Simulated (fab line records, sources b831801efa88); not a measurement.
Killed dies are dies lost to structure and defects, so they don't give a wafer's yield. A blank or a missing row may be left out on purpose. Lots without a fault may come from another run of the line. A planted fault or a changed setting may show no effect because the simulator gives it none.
One fault seen from 2 desks | flow sky130 | each desk has only its own numbers; what lay behind them comes last

THE TOOL OWNER'S DESK: wet_bench-01
The tool's own readings at SKY_FIELD_ISO_WET_ETCH_30 (etches SiO2 in dHF, target depth 25 nm, time 50 s): means of the sampled wafers that have a number, for each lot that ran on this tool. A lot is out of limits, marked OUT, if its mean lies more than 4 standard deviations from the usual mean; the brackets give that distance.
Columns: A = bath_heat_duty_pct at SKY_FIELD_ISO_WET_ETCH_30, usual 5.9 %; B = run_length_s at SKY_FIELD_ISO_WET_ETCH_30, usual 78 s
lot  | first seen here | A   | B
L999 | day 2 10:13     | 5.8 | 82
L103 | day 3 06:19     | 6.1 | 75
L106 | day 3 23:46     | 5.2 | 76
L108 | day 4 09:00     | 6.2 | 84
This desk's finding: nothing out of limits on any of the 4 lots.

THE METROLOGY DESK
What the gauges read, lot by lot, whatever tool the lot ran on: means of the sampled wafers that have a number. A lot is out of limits, marked OUT, if its mean lies more than 4 standard deviations from the usual mean; the brackets give that distance.
Columns: A = METAL2_ALCU_RS at SKY_METAL2_RS_MEAS_05, usual 0.1265 ohm/sq
lot  | first seen here | A
L999 | day 34 05:46    | 0.1277
L100 | day 34 12:22    | 0.1260
L101 | day 34 23:02    | 0.1264
L103 | day 35 08:59    | 0.1267
L105 | day 36 08:22    | 0.1265
L106 | day 36 19:40    | 0.1266
L107 | day 36 21:42    | 0.1257
L108 | day 37 03:41    | 0.1266
L109 | day 37 08:36    | 0.1270
L110 | day 37 16:20    | 0.1251
L121 | day 41 09:07    | 0.1260
L122 | day 41 15:32    | 0.1260
This desk's finding: nothing out of limits on any of the 12 lots.

PUT TOGETHER
The tool owner's desk saw nothing out of limits.
The metrology desk saw nothing out of limits.

WHAT THE SIMULATOR HAD PUT IN
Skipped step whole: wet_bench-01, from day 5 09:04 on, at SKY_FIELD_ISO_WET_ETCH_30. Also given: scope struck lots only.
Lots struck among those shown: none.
